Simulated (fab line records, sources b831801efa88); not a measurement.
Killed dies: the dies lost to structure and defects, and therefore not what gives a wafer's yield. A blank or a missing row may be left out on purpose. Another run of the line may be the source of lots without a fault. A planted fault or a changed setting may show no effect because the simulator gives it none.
fab line records    flow sky130
record lots=6  wafers=18  lastDay=50
route steps=708 shown VIA4@645 METAL5@661 PAD_OPEN@708
lots that met no fault: from a run of the same line without faults
startH: hours from the record's first day to the start of the lot's first wafer shown    waitH: time in hours since the lot's previous step    " unchanged from the row above    L1.1+2: a single row standing in for several wafers    - no value, or no start was given    * or withheld: withheld    < > ~ a bound
route shown NAME@n: NAME is a module with steps in the file, n the number in the route of the first one    usual: mean/standard deviation taken from wafers without a fault    same: alike in all rows    chamber/n: place in a boat    sites: per-site readings    _std_site: how widely they spread, as a standard deviation    _edge_site: mean of outer sites minus mean of inner sites    radiusMm: for every site, how far away it sits from the centre of the wafer    mask NAME#n: copy n    behind: the most recent tool/chamber to have shaped the wafer    hold: cause of the lot's hold/its duration in hours/its outcome    device: the n, p or np transistor that did not switch    end of line: the route-end tests of the same wafers    step lacking rows: just its recipe    killed: not the wafer's yield, but the dies lost to structure and defects at the first sort    map: a wafer's dies, marking killed ones x, the rest . and places with no die _
set.NAME: setting as actually run; set.NAME@STEP: the setting as run at that earlier step    model.NAME: the simulator's own value behind a step, which no gauge read
a table for each step, a row for each wafer; lots at some steps of the route
services: from which hour (startH, from the record's first day; less than 0 if before it) a tool's chamber was out of use, for how many hours, and why
## steps
# step SKY_VIA4_COAT_06
# recipe resist=NOVOLAK  spinRpm=3000  resistThkNm=1140
# step SKY_VIA4_SOFTBAKE_07
# recipe tempC=90  timeS=60  resist=NOVOLAK
# step SKY_VIA4_EXPOSE_08
# recipe maskId=VIM4  na=0.6  sourceShape=conventional  sigmaOuter=0.6  polarization=unpolarized  targetCdNm=800  doseMj=132
# step SKY_VIA4_PEB_09
# recipe tempC=withheld  timeS=*  resist=NOVOLAK
# step SKY_VIA4_DEVELOP_10
# recipe resist=NOVOLAK  developer=TMAH  developTimeS=60  devTempC=23
# step SKY_VIA4_OVL_MEAS_11
# usual VIA4_OVL=-1.0/1.2
lot.wafer  tool        chamber  startH   waitH  VIA4_OVL[nm]
L715.2     overlay-02  -        1018.70  0.1    -0.8
L715.4     "           -        "        "      -1.0
L715.5     "           -        "        "      -0.6
L718.1     overlay-01  -        1030.98  0.1    0.8
L718.5     "           -        "        "      -1.6
L718.6     "           -        "        "      -1.2
L724.2     overlay-02  -        1071.60  0.1    -0.7
L724.3     "           -        "        "      0.3
L724.6     "           -        "        "      -0.5
L726.1     overlay-01  -        1084.64  0.1    -3.3
L726.4     "           -        "        "      -1.7
L726.6     "           -        "        "      -1.5
L731.3     overlay-02  -        1109.76  0.1    -1.7
L731.5     "           -        "        "      -1.7
L731.6     "           -        "        "      -1.7
L736.1     overlay-02  -        1141.98  0.1    0.4
L736.4     "           -        "        "      0.4
L736.5     "           -        "        "      1.8
# step SKY_VIA4_ETCH_12
# recipe target=SiO2  chemistry=C4F8/O2/Ar  stopOn=TiN  maskMaterial=NOVOLAK  sourceW=1500  biasW=1200  pressureMtorr=40  c4f8FlowSccm=withheld  O2_flow_sccm=6  Ar_flow_sccm=300  timeS=withheld  targetDepthA=5800
# usual oesProductAu=0.927/0.0053
lot.wafer  tool        chamber  startH   waitH  oesProductAu
L715.2     rieDiel-02  2        1018.73  0.0    0.927
L715.4     "           1        "        "      0.931
L715.5     "           2        "        "      0.925
L718.1     rieDiel-02  3        1031.01  0.0    0.922
L718.5     "           2        "        "      0.934
L718.6     "           3        "        "      0.926
L724.2     rieDiel-04  0        1071.63  0.0    0.926
L724.3     "           3        "        "      0.925
L724.6     "           0        "        "      0.914
L726.1     rieDiel-02  3        1084.68  0.0    0.935
L726.4     "           0        "        "      0.928
L726.6     "           0        "        "      0.933
L731.3     rieDiel-02  2        1109.78  0.0    0.930
L731.5     "           1        "        "      0.936
L731.6     "           0        "        "      0.922
L736.1     rieDiel-02  1        1142.01  0.0    0.930
L736.4     "           2        "        "      0.922
L736.5     "           3        "        "      0.929
# step SKY_VIA4_STRIP_13
# recipe chemistry=O2/N2  powerW=1400  pressureMtorr=1500  platenTempC=withheld  o2FlowSccm=3000  n2FlowSccm=300  overashFraction=0.5
# usual drypumpMotorCurrentA=5.7/0.43  oesProductAu=0.709/0.0049  stripTimeToEndpointS=12.81/0.032
lot.wafer  tool            chamber  startH   waitH  drypumpMotorCurrentA  oesProductAu  rfHoursCounterH  stripTimeToEndpointS
L715.2     plasmaAsher-01  1        1018.80  -      5.7                   0.700         92               12.79
L715.4     "               0        "        "      5.2                   0.708         -                12.82
L715.5     "               0        "        "      5.2                   0.707         -                12.81
L718.1     plasmaAsher-04  1        1031.08  -      5.2                   0.705         25               12.78
L718.5     "               0        "        "      6.3                   0.708         -                12.83
L718.6     "               1        "        "      5.2                   0.707         -                12.77
L724.2     plasmaAsher-04  0        1071.70  -      6.3                   0.702         29               12.79
L724.3     "               1        "        "      5.2                   0.713         -                12.77
L724.6     "               0        "        "      6.3                   0.711         -                12.78
L726.1     plasmaAsher-02  0        1084.75  -      5.7                   0.709         70               12.83
L726.4     "               0        "        "      5.7                   0.709         -                12.82
L726.6     "               1        "        "      6.1                   0.707         -                12.80
L731.3     plasmaAsher-01  1        1109.89  -      5.7                   0.713         -                12.76
L731.5     "               0        "        "      5.2                   0.704         -                12.84
L731.6     "               1        "        "      5.7                   0.712         -                12.82
L736.1     plasmaAsher-01  1        1142.09  -      5.7                   0.719         105              12.77
L736.4     "               1        "        "      5.7                   0.709         -                12.78
L736.5     "               1        "        "      5.7                   0.696         -                12.80
# step SKY_VIA4_STRIP_14
# recipe chemistry=postEtchResidueRemover  timeS=1200  tempC=72.5
# step SKY_VIA4_CLEAN_15
# recipe chemistry=IPA  timeS=180  tempC=25
# step SKY_VIA4_CLEAN_16
# recipe chemistry=O3/DIW  dry=n2Spin
# step SKY_VIA4_SPUTTER_17
# recipe material=TiN  targetThkNm=20  chamberPressurePa=5  powerW=4000  timeS=80
# usual throttleValvePct=30.0/0.96
lot.wafer  tool           chamber  startH   waitH  throttleValvePct
L715.2     pvdSputter-04  -        1019.44  0.0    28.5
L715.4     "              -        "        "      30.3
L715.5     "              -        "        "      30.4
L718.1     pvdSputter-04  -        1031.68  0.0    30.3
L718.5     "              -        "        "      30.6
L718.6     "              -        "        "      28.3
L724.2     pvdSputter-03  -        1072.39  0.0    29.7
L724.3     "              -        "        "      29.5
L724.6     "              -        "        "      29.6
L726.1     pvdSputter-02  -        1085.34  0.0    30.3
L726.4     "              -        "        "      30.3
L726.6     "              -        "        "      31.5
L731.3     pvdSputter-03  -        1110.45  0.0    29.9
L731.5     "              -        "        "      29.4
L731.6     "              -        "        "      29.0
L736.1     pvdSputter-03  -        1142.68  0.0    29.8
L736.4     "              -        "        "      29.7
L736.5     "              -        "        "      31.2
# step SKY_VIA4_CVD_18
# recipe material=W  targetThkNm=505  timeS=152.14  tempC=400  pressureTorr=40
# usual heaterPowerW=919/89
lot.wafer  tool     chamber  startH   waitH  heaterPowerW  sinceWetCleanH  model.W_of_VIA4_CVD_18.thkNm
L715.2     cvdW-02  1        1019.50  0.0    875           616             500.7
L715.4     "        1        "        "      868           -               497.2
L715.5     "        0        "        "      974           -               499.9
L718.1     cvdW-02  0        1031.74  0.0    966           628             493.2
L718.5     "        1        "        "      876           -               508.3
L718.6     "        0        "        "      956           -               500.4
L724.2     cvdW-01  1        1072.45  0.0    795           154             972
L724.3     "        0        "        "      1024          -               974.7
L724.6     "        1        "        "      794           -               501.9
L726.1     cvdW-01  0        1085.41  0.0    1059          167             502.4
L726.4     "        1        "        "      772           -               978
L726.6     "        1        "        "      790           -               495.9
L731.3     cvdW-02  0        1110.56  0.1    950           -               504.8
L731.5     "        0        "        "      968           -               506.4
L731.6     "        1        "        "      877           -               506.7
L736.1     cvdW-02  0        1142.74  0.0    970           739             508.7
L736.4     "        0        "        "      979           -               505.8
L736.5     "        0        "        "      1005          -               504.2
# step SKY_VIA4_RS_MEAS_19
# recipe thkMeasGauge=four-point-probe  reads=W_of_VIA4_CVD_18+TiN_of_VIA4_SPUTTER_17
# usual VIA4_W_RS=0.2274/0.0023
lot.wafer  tool          chamber  startH   waitH  hold                     VIA4_W_RS[ohm/sq]
L715.2     filmMetro-04  -        1019.67  0.1    -                        0.2288
L715.4     "             -        "        "      -                        0.2296
L715.5     "             -        "        "      -                        0.2284
L718.1     filmMetro-02  -        1031.89  0.1    -                        0.2319
L718.5     "             -        "        "      -                        0.2250
L718.6     "             -        "        "      -                        0.2287
L724.2     filmMetro-03  -        1072.62  0.1    awaitDispo/0.2h/release  0.1172
L724.3     "             -        "        "      awaitDispo/0.2h/release  0.1169
L724.6     "             -        "        "      awaitDispo/0.2h/release  0.2279
L724.2     filmMetro-03  -        1072.91  0.3    -                        0.1171
L724.3     "             -        "        "      -                        0.1166
L724.6     "             -        "        "      -                        0.2281
L726.1     filmMetro-04  -        1085.56  0.1    awaitDispo/0.2h/release  0.2276
L726.4     "             -        "        "      awaitDispo/0.2h/release  0.1166
L726.6     "             -        "        "      awaitDispo/0.2h/release  0.2303
L726.1     filmMetro-04  -        1085.92  0.3    -                        0.2275
L726.4     "             -        "        "      -                        0.1162
L726.6     "             -        "        "      -                        0.2302
L731.3     filmMetro-03  -        1110.70  0.1    -                        0.2266
L731.5     "             -        "        "      -                        0.2259
L731.6     "             -        "        "      -                        0.2253
L736.1     filmMetro-03  -        1142.89  0.1    -                        0.2245
L736.4     "             -        "        "      -                        0.2256
L736.5     "             -        "        "      -                        0.2265
# step SKY_VIA4_THK_MEAS_20
# recipe thkMeasGauge=xrf  reads=W_of_VIA4_CVD_18
# usual VIA4_W_THK=528/8.6
lot.wafer  tool          chamber  startH   waitH  hold                     VIA4_W_THK[nm]
L715.2     filmMetro-04  -        1019.78  0.1    -                        526
L715.4     "             -        "        "      -                        523
L715.5     "             -        "        "      -                        524
L718.1     filmMetro-02  -        1032.01  0.1    -                        507
L718.5     "             -        "        "      -                        524
L718.6     "             -        "        "      -                        519
L724.2     filmMetro-03  -        1082.05  9.1    awaitDispo/0.2h/release  -
L724.3     "             -        "        "      awaitDispo/0.2h/release  -
L724.6     "             -        "        "      awaitDispo/0.2h/release  527
L724.2     filmMetro-03  -        1082.28  0.2    -                        -
L724.3     "             -        "        "      -                        -
L724.6     "             -        "        "      -                        528
L726.1     filmMetro-04  -        1088.42  2.5    awaitDispo/0.2h/release  529
L726.4     "             -        "        "      awaitDispo/0.2h/release  -
L726.6     "             -        "        "      awaitDispo/0.2h/release  524
L726.1     filmMetro-04  -        1088.66  0.2    -                        531
L726.4     "             -        "        "      -                        -
L726.6     "             -        "        "      -                        525
L731.3     filmMetro-03  -        1110.80  0.1    -                        538
L731.5     "             -        "        "      -                        541
L731.6     "             -        "        "      -                        543
L736.1     filmMetro-03  -        1143.01  0.1    -                        541
L736.4     "             -        "        "      -                        533
L736.5     "             -        "        "      -                        533
# step SKY_VIA4_CMP_21
# recipe stopOn=SiO2  tOverpolishS=25  downForcePsi=3.5  platenRpm=60  targetThkNm=0  padVelocityMS=0.94248
# usual motorCurrentA=11.2/1.1  timeToEndpointS=125/7.2
lot.wafer  tool    chamber  startH   waitH  hold                     motorCurrentA  timeToEndpointS
L715.4     cmp-02  0        1019.93  0.1    -                        11.9           123
L715.2     "       1        "        "      -                        11.7           132
L715.5     "       3        "        "      -                        9.1            135
L718.1     cmp-02  1        1032.22  0.2    -                        11.5           121
L718.5     "       2        "        "      -                        10.1           134
L718.6     "       3        "        "      -                        9.0            125
L724.3     cmp-01  1        1085.47  3.2    awaitDispo/3.1h/release  11.4           249
L724.2     "       2        "        "      awaitDispo/3.1h/release  11.2           249
L724.6     "       1        "        "      awaitDispo/3.1h/release  12.1           128
L726.1     cmp-01  1        1093.23  4.6    awaitDispo/4.5h/release  11.4           123
L726.4     "       2        "        "      awaitDispo/4.5h/release  11.3           240
L726.6     "       2        "        "      awaitDispo/4.5h/release  11.1           126
L731.3     cmp-02  0        1110.99  0.2    -                        12.1           116
L731.5     "       1        "        "      -                        11.3           124
L731.6     "       2        "        "      -                        9.7            123
L736.4     cmp-02  3        1143.07  0.0    -                        8.9            126
L736.1     "       1        "        "      -                        11.7           118
L736.5     "       3        "        "      -                        8.7            124
# step SKY_METAL5_SPUTTER_00
# recipe material=Ti  targetThkNm=15  powerW=3000  timeS=10  chamberPressurePa=0.4
# usual throttleValvePct=29.9/1.1
lot.wafer  tool           chamber  startH   waitH  throttleValvePct
L715.2     pvdSputter-03  -        1020.13  0.1    29.0
L715.4     "              -        "        "      29.7
L715.5     "              -        "        "      29.6
L718.1     pvdSputter-03  -        1032.37  0.1    28.7
L718.5     "              -        "        "      29.0
L718.6     "              -        "        "      29.6
L724.2     pvdSputter-01  -        1085.72  0.1    31.3
L724.3     "              -        "        "      27.8
L724.6     "              -        "        "      27.5
L726.1     pvdSputter-04  -        1093.53  0.2    28.5
L726.4     "              -        "        "      30.6
L726.6     "              -        "        "      30.3
L731.3     pvdSputter-04  -        1111.14  0.1    28.5
L731.5     "              -        "        "      28.2
L731.6     "              -        "        "      30.4
L736.1     pvdSputter-01  -        1143.37  0.1    27.7
L736.4     "              -        "        "      31.3
L736.5     "              -        "        "      31.3
# step SKY_PAD_OPEN_PROBE_99
# usual defectLimitedYield=82.4/2  killed_at_M0_to_M3=43/6.7  killed_at_M4_up=3.2/2.1  killedAtContacts=25/5.9  killedAtFrontEnd=16/4.7  killedAtOther=0.3/0.54  killedDies=87/9.8  killedOpen=47/6.7  killedShort=40/6.5  sort_bin_3_pad_short=0.9/0.45  sort_bin_5_function=10.5/1.5  sort_bin_6_memory=6.2/1.2  sortNPass=405/9.8  sortYieldPct=82.4/2
# same grossDies=492  killedAtBackSide=0  sort_bin_4_leakage[%]=0  sort_bin_8_speed[%]=0
lot.wafer  tool       chamber  startH   waitH  defectLimitedYield[%]  killed_at_M0_to_M3  killed_at_M4_up  killedAtContacts  killedAtFrontEnd  killedAtOther  killedDies  killedOpen  killedShort  sort_bin_3_pad_short[%]  sort_bin_5_function[%]  sort_bin_6_memory[%]  sortNPass  sortYieldPct[%]
L718.1     prober-02  -        1101.51  0.1    85.6                   36                  0                23                12                0              71          44          27           0.4                      8.1                     5.9                   421        85.6
L718.5     prober-02  -        1101.71  0.2    82.7                   33                  7                32                13                0              85          44          41           0.8                      11.2                    5.3                   407        82.7
L718.6     prober-02  -        1101.76  0.2    82.3                   44                  5                15                23                0              87          46          41           0.2                      9.8                     7.7                   405        82.3
L724.2     prober-01  -        1137.34  0.1    84.6                   38                  3                21                14                0              76          39          37           1.2                      7.7                     6.5                   416        84.6
L724.3     prober-01  -        1137.39  0.2    83.5                   37                  1                26                17                0              81          41          39           0.6                      10.4                    5.5                   411        83.5
L724.6     prober-01  -        1137.54  0.2    85.6                   36                  2                18                15                0              71          35          35           1.2                      7.5                     5.7                   421        85.6
# killed by level:class
L718.1 CONTACT:geometricParticle:open=13 VIA1:geometricParticle:open=10 METAL2:geometricParticle:short=5 VIA3:geometricParticle:open=5 VIA2:geometricParticle:short=4 VIA2:geometricParticle:open=4 LI_CONTACT:geometricParticle:short=3 LI_CONTACT:geometricParticle:open=3
L718.5 LI_CONTACT:geometricParticle:open=10 VIA1:geometricParticle:open=9 CONTACT:geometricParticle:open=7 CONTACT:geometricParticle:short=6 POLY_GATE:geometricParticle:short=5 METAL4:geometricParticle:short=5 LOCAL_INTERCONNECT:geometricParticle:short=5 VIA2:geometricParticle:open=5
L718.6 VIA1:geometricParticle:open=10 VIA2:geometricParticle:open=7 VIA3:geometricParticle:open=7 CONTACT:geometricParticle:open=6 FIELD_ISO:geometricParticle:open=5 POLY_GATE:geometricParticle:short=5 LOCAL_INTERCONNECT:geometricParticle:short=5 VIA1:geometricParticle:short=5
L724.2 VIA2:geometricParticle:open=8 CONTACT:geometricParticle:open=7 LI_CONTACT:geometricParticle:open=5 VIA3:geometricParticle:open=5 CONTACT:geometricParticle:short=5 METAL2:geometricParticle:short=5 VIA2:geometricParticle:short=5 METAL1:geometricParticle:short=4
L724.3 CONTACT:geometricParticle:open=11 VIA1:geometricParticle:open=9 CONTACT:geometricParticle:short=7 VIA2:geometricParticle:open=6 METAL1:geometricParticle:short=6 FIELD_ISO:geometricParticle:short=5 POLY_GATE:geometricParticle:short=5 LOCAL_INTERCONNECT:geometricParticle:short=4
L724.6 CONTACT:geometricParticle:open=10 METAL1:geometricParticle:short=7 LOCAL_INTERCONNECT:geometricParticle:short=5 VIA1:geometricParticle:short=5 POLY_GATE:geometricParticle:open=4 VIA1:geometricParticle:open=4 METAL2:geometricParticle:short=4 POLY_GATE:geometricParticle:short=3
## services
tool            chamber  startH   hours  kind
rieDiel-02      1        1003.99  8.1    repair
cmp-02          -        1011.35  2.3    repair
rieDiel-04      -        1017.98  0.2    repair
pvdSputter-03   -        1019.12  0.8    repair
rieDiel-02      -        1019.92  0.9    repair
rieDiel-04      1        1025.02  13.8   repair
pvdSputter-01   -        1058.37  2.1    repair
rieDiel-04      0        1070.29  1.3    repair
cmp-02          -        1082.50  4.4    repair
plasmaAsher-04  -        1082.61  2.8    pm
cmp-02          -        1086.86  4.0    pm
cmp-02          -        1089.75  0.6    repair
cmp-02          -        1090.86  -      consumableReplace:conditioner
cmp-02          -        1090.86  -      consumableReplace:pad
plasmaAsher-02  -        1102.77  4.1    repair
cmp-01          -        1103.30  4.3    pm
pvdSputter-03   -        1110.52  2.7    repair
plasmaAsher-02  -        1110.62  1.0    repair
cmp-02          -        1116.03  5.3    pm
plasmaAsher-04  -        1120.33  13.0   repair
cvdW-01         -        1137.94  0.6    repair
rieDiel-04      1        1142.32  9.8    repair
## key
firstSign step=SKY_VIA4_RS_MEAS_19  reading=visit  direction=added
effect step=SKY_VIA4_RS_MEAS_19  reading=VIA4_W_RS  direction=down  sigmas=47  usual=0.2274  struck=0.1169
effect step=SKY_VIA4_THK_MEAS_20  reading=visit  direction=added
effect step=SKY_VIA4_CMP_21  reading=timeToEndpointS  direction=up  sigmas=17  usual=*  struck=*
modelEffect step=SKY_VIA4_CVD_18  value=W_of_VIA4_CVD_18.thkNm  without=500.6  struck=974.9
metAt SKY_VIA4_CVD_18
struckWafers L724.2,L724.3,L726.4
fault kind=processParameterDrift  tool=cvdW-01  chamber=-  onsetH=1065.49  steps=SKY_VIA4_CVD_18  channel=targetThkNm  offset=475.51  shape=step  endH=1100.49  scope=struckWafersOnly  actsIn=theseRecipesOnly  stated=505
